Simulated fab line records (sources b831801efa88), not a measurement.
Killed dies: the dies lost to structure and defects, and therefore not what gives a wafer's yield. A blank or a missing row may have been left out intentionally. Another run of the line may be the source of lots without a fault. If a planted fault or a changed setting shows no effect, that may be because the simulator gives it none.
Which tool is to blame? -- flow gf180mcu -- 6 lots, 18 wafers sampled, at 3 steps of a route of 602

## WHAT THE GAUGES READ, wafer by wafer
GF_VT_IMPLANT_TW_MEAS_43.
lot,measured,on,VT_IMPLANT_4_TW
L758,day 8 14:27,film-metro-02,695 693 692
L760,day 9 04:33,film-metro-04,692 692 689
L763,day 9 22:42,film-metro-02,619 622 621 624 623 621
L770,day 11 23:46,film-metro-01,686 682 682
L772,day 12 12:32,film-metro-04,695 696 691
L775,day 13 08:46,film-metro-01,680 683 683

## TOOL THAT RAN EACH LOT (tool first, then ch and the chambers of the sampled wafers, then the start)
lot,GF_VT_IMPLANT_STRIP_09,GF_VT_IMPLANT_IMPLANT_41
L758,"plasma-asher-04 ch 0,1, day 6 14:35","implanter-04 ch 0, day 8 14:13"
L760,"plasma-asher-02 ch 0,1, day 7 03:32","implanter-02 ch 0, day 9 04:20"
L763,"plasma-asher-04 ch 0,1, day 7 20:32","implanter-02 ch 0, day 9 22:29"
L770,"plasma-asher-01 ch 0,1, day 9 17:44","implanter-01 ch 0, day 11 23:31"
L772,"plasma-asher-02 ch 0,1, day 10 04:07","implanter-01 ch 0, day 12 12:19"
L775,"plasma-asher-04 ch 0,1, day 10 22:41","implanter-01 ch 0, day 13 08:31"
- GF_VT_IMPLANT_STRIP_09: strips in O2/N2.
- GF_VT_IMPLANT_IMPLANT_41

## THE ANSWER, worked out from the rows above alone
Rule: the lots themselves supply what counts as usual. Put in order of their means at a reading, lots are off if they are a third of the lots or fewer, leave a main group of 4 or more, and stand apart from it by a gap of 3 or more times the standard deviation of the main group's means; of several such gaps the widest counts. If all means in a main group match to the digits the tables above print for the reading, that group is not used. A lot without any number at a reading at which 4 lots or more have one is off too. Where the step has rows for the other lots, those lots are counted as sound.
Off: L763, at GF_VT_IMPLANT_TW_MEAS_43 (VT_IMPLANT_4_TW). Mean 689 and standard deviation 5.1 in the main group.
If a tool, at a process step before that reading, ran all the lots that are off and no sound lot after the first of them, it fits. Gauges at GF_VT_IMPLANT_TW_MEAS_43: tried the same way as those tools. Undecided on this evidence; 2 tools fit (implanter-02 at GF_VT_IMPLANT_IMPLANT_41, film-metro-02 at GF_VT_IMPLANT_TW_MEAS_43).

## WHAT THE SIMULATOR HAD INSERTED
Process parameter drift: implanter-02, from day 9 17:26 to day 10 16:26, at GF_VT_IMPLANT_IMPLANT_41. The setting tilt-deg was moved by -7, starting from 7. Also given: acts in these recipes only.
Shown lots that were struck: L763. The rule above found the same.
